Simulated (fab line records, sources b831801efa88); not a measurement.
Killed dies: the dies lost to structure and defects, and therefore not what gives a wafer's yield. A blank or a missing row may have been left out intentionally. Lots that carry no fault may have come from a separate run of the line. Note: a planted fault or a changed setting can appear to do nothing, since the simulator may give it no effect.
fab line records	flow sky130
record: lots: 13	wafers: 39	last_day: 50
route steps=708 shown METAL4@634 PAD_OPEN@708
lots that met no fault: from a run of the same line without faults
start_h: hours from the record's first day to the start of the lot's first wafer shown	wait_h: time in hours since the lot's previous step	" identical to the entry in the row above	L1.1+2: several wafers, shown together as one row	- no value, or no start given	* or withheld: withheld	< > ~ a bound
route shown NAME@n: NAME is a module with steps in the file, n the number in the route of the first one	usual: mean/standard deviation of fault-free wafers	same: alike in all rows	chamber/n: place in a boat	sites: each site's reading	_std_site: their standard deviation	_edge_site: inner sites' mean taken away from outer sites' mean	radius_mm: for every site, how far away it sits from the centre of the wafer	mask NAME#n: copy n	behind: tool/chamber where the wafer was last shaped	hold: cause of the lot's hold/its duration in hours/its outcome	device: whichever transistor did not switch (one of n, p or np)	end of line: at the end of the route, the tests of the same wafers	a step without rows: its recipe alone	killed: at the first sort, the dies lost to defects and structure; wafer yield is something else	map: a wafer's dies, marking killed ones x, the rest . and places with no die _
set.NAME: setting as actually run; set.NAME@STEP: the setting as run at that earlier step	model.NAME: the simulator's own value behind a step, which no gauge read
route steps across a sampled set of lots; one table per step, one row per wafer
services: a tool's chamber out of use, with start hour (start_h, from the record's first day; less than 0 if before it), hours out, and reason
== steps ==
step: SKY_METAL4_METAL_ETCH_18
recipe: target_depth_a: 8450	stop_on: SiO2	over_etch_frac: 0.3	time_s: 183.1	chemistry: Cl2/BCl3	resist_sidewall_deg: 88	pressure_mtorr: 10	icp_w: 900	bias_w: 48.5	Cl2_flow_sccm: 60	bcl3_flow_sccm: 30
usual: drypump_motor_current_A: 5.6/0.48	oes_product_au: 0.865/0.0056	over_etch_frac: 0.3/0	throttle_valve_pct: 22.264/0.0098
lot.wafer	tool	chamber	start_h	wait_h	drypump_motor_current_A	oes_product_au	over_etch_frac	rf_hours_counter_h	throttle_valve_pct
L346.2	rie_metal-02	0	1010.12	0.1	6.0	0.866	0.3	-	22.257
L346.5	"	0	"	"	6.0	0.855	0.3	-	22.275
L346.6	"	0	"	"	6.0	0.864	0.3	-	22.256
L347.1	rie_metal-03	1	1016.18	0.0	4.8	0.868	0.3	16	22.272
L347.2	"	0	"	"	5.7	0.852	0.3	14	22.263
L347.3	"	0	"	"	5.7	0.868	0.3	-	22.269
L349.4	rie_metal-02	1	1022.87	0.2	6.3	0.861	0.3	-	22.246
L349.5	"	1	"	"	6.3	0.863	0.3	-	22.265
L349.6	"	1	"	"	6.3	0.873	0.3	-	22.261
L348.1	rie_metal-02	1	1025.14	0.0	6.3	0.862	0.3	8	22.265
L348.3	"	1	"	"	6.2	0.861	0.3	-	22.261
L348.4	"	1	"	"	6.3	0.865	0.3	-	22.254
L352.2	rie_metal-03	0	1043.06	0.0	5.7	0.857	0.3	16	22.254
L352.4	"	1	"	"	4.8	0.874	0.3	-	22.268
L352.6	"	1	"	"	4.8	0.872	0.3	-	22.294
L353.1	rie_metal-03	1	1051.89	0.0	4.7	0.866	0.3	19	22.271
L353.5	"	0	"	"	5.7	0.856	0.3	-	22.260
L353.6	"	1	"	"	4.8	0.866	0.3	-	22.270
L354.1	rie_metal-03	1	1060.41	0.0	4.8	0.864	0.3	19	22.266
L354.4	"	0	"	"	5.7	0.873	0.3	-	22.259
L354.6	"	1	"	"	4.8	0.876	0.3	-	22.263
L356.1	rie_metal-04	0	1064.11	0.0	5.6	0.856	0.3	16	22.255
L356.2	"	1	"	"	5.6	0.873	0.3	13	22.262
L356.5	"	0	"	"	5.6	0.869	0.3	-	22.262
L359.2	rie_metal-03	0	1095.79	0.0	5.7	0.928	0.17342	21	22.267
L359.3	"	0	"	"	5.7	0.918	0.17342	-	22.272
L359.4	"	1	"	"	4.8	0.880	0.3	-	22.263
L360.1	rie_metal-03	1	1096.21	0.0	4.8	0.874	0.3	22	22.266
L360.5	"	1	"	"	4.8	0.869	0.3	-	22.273
L360.6	"	0	"	"	5.7	0.912	0.17342	-	22.271
L361.1	rie_metal-04	0	1105.06	0.0	5.6	0.858	0.3	18	22.259
L361.2	"	1	"	"	5.6	0.866	0.3	14	22.267
L361.4	"	0	"	"	5.6	0.873	0.3	-	22.267
L362.1	rie_metal-02	0	1112.05	0.0	6.0	0.872	0.3	7	22.264
L362.5	"	1	"	"	6.3	0.864	0.3	-	22.271
L362.6	"	0	"	"	6.0	0.870	0.3	-	22.241
L364.1	rie_metal-04	1	1120.51	0.0	5.5	0.868	0.3	16	22.246
L364.4	"	1	"	"	5.6	0.865	0.3	-	22.267
L364.6	"	0	"	"	5.6	0.869	0.3	-	22.271
step: SKY_METAL4_STRIP_19
recipe: chemistry: O2/N2	power_w: 1400	pressure_mtorr: 1500	platen_temp_c: withheld	o2_flow_sccm: 3000	n2_flow_sccm: 300	overash_fraction: 0.5
usual: drypump_motor_current_A: 5.7/0.47	oes_product_au: 0.502/0.007	strip_time_to_endpoint_s: 6.53/0.13
lot.wafer	tool	chamber	start_h	wait_h	drypump_motor_current_A	oes_product_au	rf_hours_counter_h	strip_time_to_endpoint_s
L346.2	plasma_asher-02	1	1010.41	0.2	5.6	0.494	77	6.41
L346.5	"	0	"	"	5.6	0.491	-	6.41
L346.6	"	1	"	"	5.6	0.497	-	6.40
L347.1	plasma_asher-01	1	1016.35	0.1	5.4	0.513	127	6.66
L347.2	"	0	"	"	5.3	0.492	127	6.38
L347.3	"	1	"	"	5.5	0.496	-	6.40
L349.4	plasma_asher-03	0	1023.08	0.2	5.7	0.510	-	6.69
L349.5	"	1	"	"	6.7	0.509	-	6.73
L349.6	"	0	"	"	5.7	0.510	-	6.73
L348.1	plasma_asher-02	0	1025.50	0.3	5.6	0.504	78	6.68
L348.3	"	0	"	"	5.6	0.509	-	6.73
L348.4	"	1	"	"	5.7	0.505	-	6.70
L352.2	plasma_asher-01	1	1043.24	0.1	5.5	0.506	130	6.41
L352.4	"	1	"	"	5.5	0.499	-	6.59
L352.6	"	0	"	"	5.2	0.506	-	6.60
L353.1	plasma_asher-01	1	1052.07	0.1	5.5	0.507	130	6.68
L353.5	"	1	"	"	5.4	0.498	-	6.42
L353.6	"	0	"	"	5.2	0.507	-	6.66
L354.1	plasma_asher-02	1	1060.59	0.1	5.6	0.509	82	6.66
L354.4	"	1	"	"	5.6	0.499	-	6.43
L354.6	"	1	"	"	5.6	0.512	-	6.64
L356.1	plasma_asher-01	0	1064.29	0.1	5.3	0.495	0	6.41
L356.2	"	1	"	"	5.4	0.484	0	6.42
L356.5	"	1	"	"	5.4	0.491	-	6.39
L359.2	plasma_asher-01	0	1095.97	0.1	5.3	0.524	3	7.03
L359.3	"	0	"	"	5.3	0.512	-	7.03
L359.4	"	1	"	"	5.5	0.512	-	6.78
L360.1	plasma_asher-01	0	1096.39	0.1	5.3	0.504	3	6.69
L360.5	"	1	"	"	5.5	0.514	-	6.68
L360.6	"	0	"	"	5.3	0.521	-	6.91
L361.1	plasma_asher-03	0	1105.24	0.1	5.7	0.494	69	6.40
L361.2	"	1	"	"	6.7	0.498	69	6.49
L361.4	"	1	"	"	6.7	0.501	-	6.46
L362.1	plasma_asher-03	0	1112.22	0.1	5.7	0.507	70	6.62
L362.5	"	1	"	"	6.7	0.506	-	6.65
L362.6	"	0	"	"	5.7	0.500	-	6.70
L364.1	plasma_asher-01	1	1120.69	0.1	5.4	0.504	6	6.44
L364.4	"	0	"	"	5.3	0.487	-	6.42
L364.6	"	1	"	"	5.4	0.497	-	6.35
step: SKY_PAD_OPEN_PROBE_99
usual: defect_limited_yield: 82.6/1.9	killed_at_M0_to_M3: 42/7	killed_at_M4_up: 3.2/1.6	killed_at_contacts: 24/5.8	killed_at_front_end: 16/4.3	killed_at_other: 0.3/0.62	killed_dies: 86/9.5	killed_open: 46/6.4	killed_short: 39/6.3	sort_bin_3_pad_short: 0.9/0.43	sort_bin_5_function: 10.5/1.4	sort_bin_6_memory: 6.1/1.2	sort_n_pass: 406/9.5	sort_yield_pct: 82.6/1.9
same: gross_dies: 492	killed_at_back_side: 0	sort_bin_4_leakage[%]: 0	sort_bin_8_speed[%]: 0
lot.wafer	tool	chamber	start_h	wait_h	defect_limited_yield[%]	killed_at_M0_to_M3	killed_at_M4_up	killed_at_contacts	killed_at_front_end	killed_at_other	killed_dies	killed_open	killed_short	sort_bin_3_pad_short[%]	sort_bin_5_function[%]	sort_bin_6_memory[%]	sort_n_pass	sort_yield_pct[%]
L348.1	prober-02	-	1116.52	0.1	79.7	38	4	39	19	0	100	51	49	1.8	11.8	6.7	392	79.7
L348.3	prober-02	-	1116.62	0.2	81.3	48	5	24	15	0	92	45	47	1.0	13.4	4.3	400	81.3
L361.2	prober-02	-	1183.37	0.1	83.1	42	5	20	15	1	83	46	37	0.6	10.6	5.7	409	83.1
L361.4	prober-02	-	1183.47	0.2	82.9	36	6	20	22	0	84	45	38	0.2	9.6	7.3	408	82.9
killed by level:class
L348.1 CONTACT:geometric_particle:open=12 LI_CONTACT:geometric_particle:open=9 VIA1:geometric_particle:short=7 VIA1:geometric_particle:open=7 VIA2:geometric_particle:open=7 METAL1:geometric_particle:short=6 LOCAL_INTERCONNECT:geometric_particle:short=6 CONTACT:geometric_particle:short=6
L348.3 VIA1:geometric_particle:open=13 CONTACT:geometric_particle:open=9 VIA1:geometric_particle:short=8 METAL2:geometric_particle:short=7 LI_CONTACT:geometric_particle:open=6 VIA3:geometric_particle:short=5 POLY_GATE:geometric_particle:open=4 METAL4:geometric_particle:short=4
L361.2 CONTACT:geometric_particle:open=9 VIA1:geometric_particle:open=7 METAL2:geometric_particle:short=6 FIELD_ISO:geometric_particle:open=5 METAL1:geometric_particle:short=5 VIA2:geometric_particle:open=5 POLY_GATE:geometric_particle:short=4 LI_CONTACT:geometric_particle:open=4
L361.4 VIA1:geometric_particle:open=9 CONTACT:geometric_particle:open=8 FIELD_ISO:geometric_particle:open=6 VIA1:geometric_particle:short=6 POLY_GATE:geometric_particle:open=5 LI_CONTACT:geometric_particle:open=5 FIELD_ISO:geometric_particle:short=4 POLY_GATE:geometric_particle:short=4
== services ==
tool	chamber	start_h	hours	kind
plasma_asher-03	-	997.20	2.8	pm
rie_metal-02	1	1002.72	14.9	repair
rie_metal-04	-	1012.60	15.6	pm
rie_metal-02	0	1017.62	-	clean
rie_metal-02	0	1017.62	26.6	scheduled_down
rie_metal-02	0	1017.62	26.6	vent_cycle
rie_metal-04	-	1041.82	0.6	repair
rie_metal-02	-	1046.15	0.4	repair
plasma_asher-01	-	1055.25	9.0	pm
plasma_asher-01	0	1055.25	9.0	vent_cycle
plasma_asher-01	1	1055.25	9.0	vent_cycle
plasma_asher-01	0	1064.25	-	clean
plasma_asher-01	1	1064.25	-	clean
rie_metal-04	-	1070.99	28.1	pm
plasma_asher-03	-	1073.86	1.0	repair
plasma_asher-02	-	1091.69	37.2	repair
rie_metal-04	0	1115.39	3.4	repair
== key ==
first_sign: step: SKY_METAL4_METAL_ETCH_18	reading: over_etch_frac	direction: down	sigmas: 99+	usual: 0.3	struck: 0.17342
effect: step: SKY_METAL4_METAL_ETCH_18	reading: oes_product_au	direction: up	sigmas: 9.6	usual: 0.865	struck: 0.919
effect: step: SKY_METAL4_STRIP_19	reading: strip_time_to_endpoint_s	direction: up	sigmas: 3.6	usual: *	struck: *
met_at SKY_METAL4_METAL_ETCH_18
struck_lots L359,L360
struck_wafers L359.2,L359.3,L360.6
onset_between 1060.41 1095.79
fault: kind: process_parameter_drift	tool: rie_metal-03	chamber: 0	onset_h: 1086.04	steps: SKY_METAL4_METAL_ETCH_18	channel: over_etch_frac	offset: -0.12658	shape: step	end_h: 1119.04	acts_in: these_recipes_only	stated: 0.3
